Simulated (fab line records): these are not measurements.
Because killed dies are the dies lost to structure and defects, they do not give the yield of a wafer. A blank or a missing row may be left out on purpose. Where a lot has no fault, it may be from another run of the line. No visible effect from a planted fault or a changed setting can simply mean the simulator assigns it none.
fab line records	flow sky130
[record] lots = 11	wafers = 33	last-day = 50
route steps=708 shown VIA2@523 CAPM@537 METAL3@566 PAD_OPEN@708
lots untouched by any fault: they come from a run of this same line in which no faults occurred
start-h: hours from the record's opening day to when the first of the lot's shown wafers began	wait-h: time in hours since the lot's previous step	" repeats the value in the row above	L1.1+2: several wafers, shown together as one row	- no value present, or no start provided	* or withheld: withheld	< > ~ a bound
route shown NAME@n: names a module that has steps shown in the file, with the first one's number in the route	usual: average and standard deviation across the fault-free wafers	same: alike in all rows	chamber/n: place in a boat	sites: readings site by site	_std_site: the values' standard deviation	_edge_site: the outer-site mean with the inner-site mean subtracted	radius-mm: how far each site lies from the wafer's centre	mask NAME#n: copy n	behind: tool/chamber where the wafer was last shaped	hold: why the lot was held/for how many hours/how that ended	device: whichever transistor did not switch (one of n, p or np)	end of line: the same wafers' tests at the end of the route	for a step that has no rows: nothing shown but its recipe	killed: at the first sort, the dies lost to defects and structure; wafer yield is something else	map: shows each die of a wafer: x if killed, . if not, _ if none is there
set.NAME: the setting that was run; set.NAME@STEP: the one run at that earlier step	model.NAME: the simulator's own value behind a step, which no gauge read
route steps across a sampled set of lots; one table per step, one row per wafer
services: when a tool's chamber went out of use (start-h, in hours from the record's first day, below 0 if earlier), for how many hours, and the reason
[[steps]]
[step SKY_VIA2_STRIP_16]
[recipe] chemistry = O2/N2	power-w = 1400	pressure-mtorr = 1500	platen-temp-c = withheld	o2-flow-sccm = 3000	n2-flow-sccm = 300	overash-fraction = 0.5
[usual] drypump-motor-current-A = 5.9/0.52	o2-flow-sccm = 3001/8.8	oes-product-au = 0.399/0.0047	strip-time-to-endpoint-s = 4.05/0.037
lot.wafer	tool	chamber	start-h	wait-h	drypump-motor-current-A	o2-flow-sccm	oes-product-au	rf-hours-counter-h	strip-time-to-endpoint-s
L938.1	plasma-asher-03	0	861.16	0.0	5.8	2991	0.403	11	4.04
L938.2	"	1	"	"	5.3	3009	0.403	11	4.02
L938.4	"	0	"	"	5.9	3006	0.403	-	4.03
L940.4	plasma-asher-02	1	872.86	0.1	5.9	3004	0.404	-	4.10
L940.5	"	0	"	"	6.3	2992	0.400	-	4.04
L940.6	"	1	"	"	5.9	3008	0.396	-	4.08
L942.3	plasma-asher-04	1	903.33	0.1	5.3	3008	0.401	-	4.06
L942.4	"	0	"	"	6.8	2996	0.410	-	4.05
L942.5	"	0	"	"	6.8	3005	0.401	-	4.07
L943.1	plasma-asher-02	0	904.85	0.0	6.3	3006	0.404	75	4.07
L943.3	"	1	"	"	5.9	3011	0.407	-	4.05
L943.5	"	0	"	"	6.3	3005	0.393	-	4.04
L944.1	plasma-asher-02	0	907.74	0.0	6.3	2995	0.396	75	4.06
L944.4	"	0	"	"	6.3	2992	0.396	-	4.01
L944.5	"	1	"	"	5.9	3020	0.393	-	4.07
L947.1	plasma-asher-03	1	938.04	0.0	5.3	3004	0.402	19	4.08
L947.2	"	0	"	"	5.8	3002	0.399	19	4.06
L947.3	"	0	"	"	5.8	3006	0.399	-	4.03
L953.3	plasma-asher-04	1	978.02	0.1	5.3	3008	0.401	-	4.01
L953.5	"	1	"	"	5.3	3003	0.394	-	3.99
L953.6	"	0	"	"	6.8	2995	0.394	-	4.00
L955.1	plasma-asher-03	1	985.99	0.0	5.3	3011	0.398	24	4.04
L955.4	"	1	"	"	5.3	3019	0.394	-	4.06
L955.5	"	0	"	"	5.8	2992	0.396	-	4.03
L956.1	plasma-asher-02	1	989.98	0.0	5.9	2982	0.402	84	4.03
L956.2	"	0	"	"	6.3	2997	0.395	84	4.03
L956.3	"	1	"	"	5.9	2993	0.407	-	4.01
L958.1	plasma-asher-03	0	1004.65	0.0	5.8	2988	0.393	26	4.06
L958.5	"	1	"	"	5.3	3002	0.401	-	4.08
L958.6	"	0	"	"	5.8	3006	0.404	-	4.12
L959.1	plasma-asher-03	0	1013.80	0.0	5.8	3000	0.392	26	4.05
L959.4	"	1	"	"	5.3	2991	0.399	-	4.07
L959.6	"	0	"	"	5.9	3002	0.395	-	4.04
[step SKY_CAPM_CVD_00]
[recipe] material = SiO2	target-thk-nm = 15.5	temp-c = 400	time-s = withheld	rf-w = 450
[usual] heater-power-w = 677/80
lot.wafer	tool	chamber	start-h	wait-h	heater-power-w
L938.1	pecvd-03	1	862.59	0.0	788
L938.2	"	2	"	"	639
L938.4	"	0	"	"	660
L940.4	pecvd-03	1	874.33	0.0	834
L940.5	"	2	"	"	696
L940.6	"	0	"	"	670
L942.3	pecvd-01	2	904.76	0.0	609
L942.4	"	2	"	"	595
L942.5	"	0	"	"	531
L943.1	pecvd-03	2	909.05	0.0	684
L943.3	"	0	"	"	704
L943.5	"	0	"	"	698
L944.1	pecvd-02	0	909.63	0.0	639
L944.4	"	2	"	"	705
L944.5	"	0	"	"	632
L947.1	pecvd-03	2	939.55	0.0	615
L947.2	"	0	"	"	600
L947.3	"	1	"	"	800
L953.3	pecvd-01	1	979.44	0.0	669
L953.5	"	2	"	"	665
L953.6	"	1	"	"	676
L955.1	pecvd-01	2	987.40	0.0	573
L955.4	"	2	"	"	588
L955.5	"	1	"	"	723
L956.1	pecvd-03	1	991.40	0.0	825
L956.2	"	2	"	"	677
L956.3	"	0	"	"	632
L958.1	pecvd-01	1	1006.08	0.0	681
L958.5	"	0	"	"	591
L958.6	"	2	"	"	610
L959.1	pecvd-02	1	1015.23	0.0	804
L959.4	"	1	"	"	796
L959.6	"	1	"	"	802
[step SKY_METAL3_ETCH_16]
[recipe] chemistry = N2/H2	target = BARC	ion-energy-ev = 200	bias-w = 100	pressure-mtorr = 30	n2-flow-sccm = 100	h2-flow-sccm = 200	icp-w = 500	stop-on = SiO2	time-s = 88.2	target-depth-a = 600
[usual] drypump-motor-current-A = 5.8/0.52	oes-product-au = 0.625/0.0045	run-length-s = 116.5/0.77	throttle-valve-pct = 13.205/0.0086
lot.wafer	tool	chamber	start-h	wait-h	drypump-motor-current-A	oes-product-au	rf-hours-counter-h	run-length-s	throttle-valve-pct
L938.1	rie-metal-04	0	915.87	0.0	6.2	0.624	5	116.0	13.197
L938.2	"	1	"	"	6.0	0.631	10	116.4	13.202
L938.4	"	0	"	"	6.2	0.629	-	116.1	13.205
L940.4	rie-metal-04	0	926.55	0.0	6.2	0.620	-	116.3	13.195
L940.5	"	0	"	"	6.2	0.628	-	115.8	13.219
L940.6	"	1	"	"	6.0	0.636	-	116.3	13.205
L942.3	rie-metal-02	1	955.11	0.1	5.4	0.628	-	116.1	13.205
L942.4	"	1	"	"	5.4	0.631	-	116.5	13.191
L942.5	"	1	"	"	5.4	0.628	-	116.4	13.197
L943.1	rie-metal-04	1	958.21	0.0	6.0	0.628	12	116.8	13.225
L943.3	"	0	"	"	6.2	0.632	-	116.2	13.214
L943.5	"	0	"	"	6.2	0.625	-	116.4	13.195
L944.1	rie-metal-02	1	959.19	0.1	5.4	0.618	12	116.0	13.197
L944.4	"	1	"	"	5.4	0.636	-	116.0	13.201
L944.5	"	1	"	"	5.4	0.629	-	116.3	13.217
L947.1	rie-metal-04	1	987.82	0.0	6.0	0.625	14	116.4	13.188
L947.2	"	0	"	"	6.2	0.625	9	116.2	13.210
L947.3	"	0	"	"	6.2	0.625	-	116.0	13.204
L953.3	rie-metal-01	0	1026.40	0.0	6.3	0.628	-	116.1	13.197
L953.5	"	0	"	"	6.3	0.628	-	116.4	13.205
L953.6	"	1	"	"	5.0	0.630	-	116.9	13.205
L955.1	rie-metal-01	0	1033.57	0.0	6.3	0.628	15	116.3	13.196
L955.4	"	1	"	"	5.0	0.622	-	116.8	13.204
L955.5	"	1	"	"	5.0	0.624	-	116.9	13.199
L956.1	rie-metal-01	0	1038.07	0.0	6.3	0.618	15	116.5	13.186
L956.2	"	1	"	"	5.0	0.629	12	116.8	13.206
L956.3	"	0	"	"	6.3	0.624	-	116.5	13.212
L958.1	rie-metal-01	1	1051.02	0.0	5.0	0.629	13	119.8	13.211
L958.5	"	0	"	"	6.3	0.625	-	119.7	13.197
L958.6	"	1	"	"	5.0	0.633	-	119.9	13.218
L959.1	rie-metal-02	1	1060.86	0.0	5.4	0.629	18	116.0	13.203
L959.4	"	1	"	"	5.4	0.620	-	116.6	13.210
L959.6	"	1	"	"	5.4	0.623	-	116.1	13.196
[step SKY_METAL3_METAL_ETCH_18]
[recipe] target-depth-a = 8450	stop-on = SiO2	over-etch-frac = 0.3	time-s = 183.1	chemistry = Cl2/BCl3	resist-sidewall-deg = 88	pressure-mtorr = 10	icp-w = 900	bias-w = 48.5	Cl2_flow_sccm = 60	bcl3-flow-sccm = 30
[usual] drypump-motor-current-A = 5.8/0.54	oes-product-au = 0.867/0.0065	run-length-s = 211.4/0.42	throttle-valve-pct = 22.264/0.0085
[same] over-etch-frac = 0.3
lot.wafer	tool	chamber	start-h	wait-h	drypump-motor-current-A	oes-product-au	rf-hours-counter-h	run-length-s	throttle-valve-pct
L938.1	rie-metal-02	0	915.99	0.0	6.3	0.871	17	211.6	22.254
L938.2	"	1	"	"	5.4	0.865	10	210.9	22.268
L938.4	"	1	"	"	5.4	0.870	-	211.6	22.271
L940.4	rie-metal-01	1	926.69	0.1	5.0	0.878	-	211.9	22.263
L940.5	"	0	"	"	6.3	0.870	-	211.1	22.264
L940.6	"	1	"	"	5.0	0.868	-	212.4	22.267
L942.3	rie-metal-01	1	955.32	0.1	5.0	0.844	-	223.1	22.265
L942.4	"	0	"	"	6.3	0.834	-	222.2	22.271
L942.5	"	1	"	"	5.0	0.841	-	222.9	22.249
L943.1	rie-metal-01	0	958.33	0.0	6.3	0.847	10	222.2	22.242
L943.3	"	0	"	"	6.3	0.847	-	222.4	22.256
L943.5	"	0	"	"	6.3	0.832	-	222.0	22.266
L944.1	rie-metal-04	0	959.41	0.0	6.2	0.873	7	210.9	22.271
L944.4	"	1	"	"	5.9	0.858	-	211.2	22.264
L944.5	"	0	"	"	6.2	0.865	-	210.8	22.281
L947.1	rie-metal-02	0	987.94	0.0	6.3	0.848	1	211.6	22.270
L947.2	"	1	"	"	5.4	0.856	14	211.1	22.254
L947.3	"	1	"	"	5.4	0.866	-	211.2	22.272
L953.3	rie-metal-02	1	1026.55	0.1	5.4	0.868	-	211.0	22.279
L953.5	"	0	"	"	6.3	0.877	-	211.2	22.257
L953.6	"	1	"	"	5.4	0.855	-	211.0	22.256
L955.1	rie-metal-02	1	1033.69	0.0	5.4	0.867	17	211.1	22.263
L955.4	"	0	"	"	6.3	0.860	-	211.8	22.255
L955.5	"	1	"	"	5.4	0.869	-	211.0	22.257
L956.1	rie-metal-04	1	1038.19	0.0	6.0	0.875	17	211.3	22.264
L956.2	"	0	"	"	6.2	0.872	12	210.7	22.266
L956.3	"	0	"	"	6.2	0.864	-	210.9	22.270
L958.1	rie-metal-04	1	1051.17	0.0	6.0	0.862	18	211.9	22.272
L958.5	"	1	"	"	5.9	0.865	-	211.4	22.270
L958.6	"	0	"	"	6.2	0.855	-	211.0	22.259
L959.1	rie-metal-01	0	1060.98	0.0	6.3	0.872	16	211.1	22.261
L959.4	"	0	"	"	6.3	0.865	-	210.9	22.259
L959.6	"	0	"	"	6.3	0.861	-	211.3	22.257
[step SKY_PAD_OPEN_PROBE_99]
[usual] defect-limited-yield = 82.2/1.8	killed_at_M0_to_M3 = 43/6.6	killed_at_M4_up = 3.2/1.9	killed-at-contacts = 25/5.3	killed-at-front-end = 16/4.5	killed-at-other = 0.3/0.63	killed-dies = 87/8.9	killed-open = 48/7.9	killed-short = 39/5.3	sort_bin_3_pad_short = 0.8/0.38	sort_bin_5_function = 10.5/1.5	sort_bin_6_memory = 6.4/1.2	sort-n-pass = 405/8.9	sort-yield-pct = 82.2/1.8
[same] gross-dies = 492	killed-at-back-side = 0	sort_bin_4_leakage[%] = 0	sort_bin_8_speed[%] = 0
lot.wafer	tool	chamber	start-h	wait-h	defect-limited-yield[%]	killed_at_M0_to_M3	killed_at_M4_up	killed-at-contacts	killed-at-front-end	killed-at-other	killed-dies	killed-open	killed-short	sort_bin_3_pad_short[%]	sort_bin_5_function[%]	sort_bin_6_memory[%]	sort-n-pass	sort-yield-pct[%]
L955.1	prober-02	-	1179.98	0.1	81.9	49	1	24	15	0	89	47	42	0.4	12.4	5.3	403	81.9
L955.4	prober-02	-	1180.13	0.2	78.5	52	6	34	14	0	106	58	47	1.2	12.0	8.3	386	78.5
L955.5	prober-02	-	1180.18	0.2	80.3	50	0	27	20	0	97	58	37	0.2	12.4	7.1	395	80.3
L959.1	prober-02	-	1201.95	0.1	81.5	41	5	34	11	0	91	51	40	1.4	11.6	5.5	401	81.5
L959.4	prober-02	-	1202.10	0.2	81.9	50	6	24	9	0	89	43	46	1.0	11.8	5.3	403	81.9
L959.6	prober-02	-	1202.20	0.2	81.5	38	5	31	17	0	91	46	45	0.8	11.4	6.3	401	81.5
// killed by level:class
L955.1 VIA1:geometric-particle:open=15 CONTACT:geometric-particle:open=8 LOCAL_INTERCONNECT:geometric-particle:short=7 LI_CONTACT:geometric-particle:open=6 POLY_GATE:geometric-particle:short=5 METAL1:geometric-particle:short=5 VIA2:geometric-particle:short=4 VIA1:geometric-particle:short=4
L955.4 VIA1:geometric-particle:open=13 LI_CONTACT:geometric-particle:open=10 CONTACT:geometric-particle:open=10 VIA1:geometric-particle:short=8 LOCAL_INTERCONNECT:geometric-particle:short=7 VIA3:geometric-particle:open=7 METAL2:geometric-particle:short=6 VIA2:geometric-particle:open=5
L955.5 VIA3:geometric-particle:open=15 LI_CONTACT:geometric-particle:open=11 VIA1:geometric-particle:open=9 METAL2:geometric-particle:short=8 VIA2:geometric-particle:open=7 CONTACT:geometric-particle:open=6 FIELD_ISO:geometric-particle:short=4 SPACER:geometric-particle:open=4
L959.1 CONTACT:geometric-particle:open=11 VIA1:geometric-particle:open=11 LI_CONTACT:geometric-particle:open=9 CONTACT:geometric-particle:short=8 VIA2:geometric-particle:open=7 METAL2:geometric-particle:short=6 LOCAL_INTERCONNECT:geometric-particle:short=5 METAL1:geometric-particle:short=5
L959.4 VIA1:geometric-particle:open=11 CONTACT:geometric-particle:open=9 METAL2:geometric-particle:short=8 FIELD_ISO:geometric-particle:short=6 VIA2:geometric-particle:open=6 VIA3:geometric-particle:open=5 CONTACT:geometric-particle:short=5 LI_CONTACT:geometric-particle:open=4
L959.6 CONTACT:geometric-particle:open=15 METAL1:geometric-particle:short=9 LI_CONTACT:geometric-particle:open=7 POLY_GATE:geometric-particle:open=5 METAL4:geometric-particle:short=5 VIA3:geometric-particle:open=4 CONTACT:geometric-particle:short=4 VIA1:geometric-particle:open=4
[[services]]
tool	chamber	start-h	hours	kind
pecvd-01	-	838.47	0.5	repair
pecvd-01	-	844.95	0.7	repair
pecvd-02	-	861.39	2.8	pm
rie-metal-02	-	867.04	0.4	repair
rie-metal-01	1	891.71	4.9	repair
rie-metal-04	-	896.68	0.3	repair
pecvd-01	-	906.78	0.3	repair
pecvd-03	-	916.76	6.0	repair
pecvd-01	-	926.36	2.8	pm
rie-metal-02	0	937.93	-	clean
rie-metal-02	0	937.93	24.1	scheduled-down
rie-metal-02	0	937.93	24.1	vent-cycle
pecvd-01	0	960.85	19.7	repair
plasma-asher-04	-	964.67	3.0	repair
pecvd-02	2	993.43	23.2	repair
pecvd-03	1	999.38	-	clean
pecvd-03	1	999.38	-	consumable-replace:showerhead
pecvd-03	1	999.38	29.0	scheduled-down
pecvd-03	1	999.38	29.0	vent-cycle
pecvd-02	0	1013.06	4.4	repair
pecvd-03	0	1014.82	2.1	scheduled-down
plasma-asher-03	-	1028.78	4.5	repair
plasma-asher-03	-	1038.83	15.1	pm
plasma-asher-04	-	1055.25	9.0	pm
[[key]]
[first-sign] step = SKY_METAL3_METAL_ETCH_18	reading = run-length-s	direction = up	sigmas = 26	usual = *	struck = *
[effect] step = SKY_METAL3_METAL_ETCH_18	reading = oes-product-au	direction = down	sigmas = 4	usual = 0.867	struck = 0.841
met-at SKY_METAL3_METAL_ETCH_18
struck-lots L942,L943
not-acting-at SKY_VIA2_STRIP_16,SKY_CAPM_CVD_00,SKY_METAL3_ETCH_16
onset-between 926.69 955.32
[fault] kind = process-parameter-drift	tool = rie-metal-01	chamber = -	onset-h = 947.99	steps = SKY_METAL3_METAL_ETCH_18	channel = time-s	offset = *	shape = step	end-h = 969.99	acts-in = *	stated = *
